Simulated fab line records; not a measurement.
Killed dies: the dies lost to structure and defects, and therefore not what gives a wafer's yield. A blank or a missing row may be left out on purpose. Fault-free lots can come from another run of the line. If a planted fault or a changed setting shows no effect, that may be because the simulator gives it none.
The same fault as seen by 2 desks || flow sky130 || each desk holds nothing but its own numbers, with what lay behind them at the end

THE TOOL OWNER'S DESK: furnace-01
The tool's own readings at SKY_POLY_GATE_OXIDATION_20 (stabilise 600 s, purge 300 s, target thk 4 nm): means of the sampled wafers that have a number, for each lot that ran on this tool. A lot is out of limits, marked OUT, if its mean lies more than 4 standard deviations from the usual mean; the brackets give that distance. Of its 8 readings 7 are shown: the one that was out of limits first, and those that lie furthest out on some lot.
Columns: A = spike_tc_bottom_C at SKY_POLY_GATE_OXIDATION_20, usual 872.5 C; B = spike_tc_centre_C at SKY_POLY_GATE_OXIDATION_20, usual 850.6 C; C = spike_tc_lower_C at SKY_POLY_GATE_OXIDATION_20, usual 851.8 C; D = spike_tc_top_C at SKY_POLY_GATE_OXIDATION_20, usual 862.3 C; E = spike_tc_upper_C at SKY_POLY_GATE_OXIDATION_20, usual 850.1 C; F = zone_power_top_pct at SKY_POLY_GATE_OXIDATION_20, usual 28.5 %; G = zone_power_upper_pct at SKY_POLY_GATE_OXIDATION_20, usual 18 %
{"lot": "L411", "first seen here": "day 17 00:32", "A": 872.6, "B": 850.2, "C": 852.8, "D": 860.8, "E": 850.9, "F": 28.9, "G": 15}
{"lot": "L412", "first seen here": "day 17 05:51", "A": 873.0, "B": 851.7, "C": 852.6, "D": 861.5, "E": 850.3, "F": 29.0, "G": 15}
{"lot": "L418", "first seen here": "day 20 06:28", "A": 872.7, "B": 850.4, "C": 852.0, "D": 861.7, "E": 849.6, "F": 29.2, "G": 15}
{"lot": "L421", "first seen here": "day 21 11:34", "A": "903.5 (+28) OUT", "B": "881.5 (+33) OUT", "C": "883.1 (+32) OUT", "D": "891.9 (+21) OUT", "E": "879.3 (+29) OUT", "F": 30.7, "G": 16}
{"lot": "L422", "first seen here": "day 22 05:07", "A": "903.0 (+28) OUT", "B": "880.6 (+32) OUT", "C": "883.1 (+32) OUT", "D": "890.7 (+20) OUT", "E": "880.5 (+30) OUT", "F": "30.9 (+4.3) OUT", "G": 16}
{"lot": "L431", "first seen here": "day 24 15:10", "A": 873.0, "B": 849.9, "C": 851.6, "D": 861.8, "E": 850.4, "F": 28.9, "G": 15}
This desk finds L421, L422 out of limits, L421 being first, at day 21 11:34 (spike_tc_bottom_C at SKY_POLY_GATE_OXIDATION_20). L411, L412, L418, L431: within limits.

FROM THE METROLOGY DESK
What the gauges read, lot by lot, whatever tool the lot ran on: means of the sampled wafers that have a number. A lot is out of limits, marked OUT, if its mean lies more than 4 standard deviations from the usual mean; the brackets give that distance.
Columns: A = POLY_GATE_OXIDATION_THK at SKY_POLY_GATE_THK_MEAS_21, usual 4.03 nm; B = LDD_P_TW at SKY_LDD_P_TW_MEAS_11, usual 633
{"lot": "L409", "first seen here": "day 15 23:22", "A": 3.98, "B": 625}
{"lot": "L411", "first seen here": "day 17 01:47", "A": 4.06, "B": 644}
{"lot": "L412", "first seen here": "day 17 07:07", "A": 4.05, "B": 623}
{"lot": "L414", "first seen here": "day 18 01:23", "A": 3.93, "B": 627}
{"lot": "L418", "first seen here": "day 20 07:44", "A": 4.00, "B": 642}
{"lot": "L421", "first seen here": "day 21 12:50", "A": "5.89 (+27) OUT", "B": 627}
{"lot": "L422", "first seen here": "day 22 06:22", "A": "5.86 (+27) OUT", "B": 646}
{"lot": "L427", "first seen here": "day 23 07:59", "A": 3.94, "B": 625}
{"lot": "L428", "first seen here": "day 23 12:43", "A": 4.01, "B": 634}
{"lot": "L431", "first seen here": "day 24 16:25", "A": 4.00, "B": 626}
{"lot": "L430", "first seen here": "day 24 19:43", "A": 4.00, "B": 632}
This desk's finding: out of limits on L421, L422; first on L421, day 21 12:50 (POLY_GATE_OXIDATION_THK at SKY_POLY_GATE_THK_MEAS_21). L409, L411, L412, L414, L418, L427, L428, L431, L430: within limits.

PUT TOGETHER
An alarm could have come from the tool owner's desk at day 21 11:34, on L421, L422.
The metrology desk could have raised an alarm at day 21 12:50, on L421, L422.
On furnace-01, each named lot ran SKY_POLY_GATE_OXIDATION_20.

WHAT WAS PUT IN BY THE SIMULATOR
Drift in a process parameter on furnace-01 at SKY_POLY_GATE_OXIDATION_20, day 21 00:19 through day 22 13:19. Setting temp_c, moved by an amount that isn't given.
Struck lots among those shown: L421, L422.
Hours from the fault's start to each desk's first reading out of limits: the tool owner's desk, 11; the metrology desk, 13.
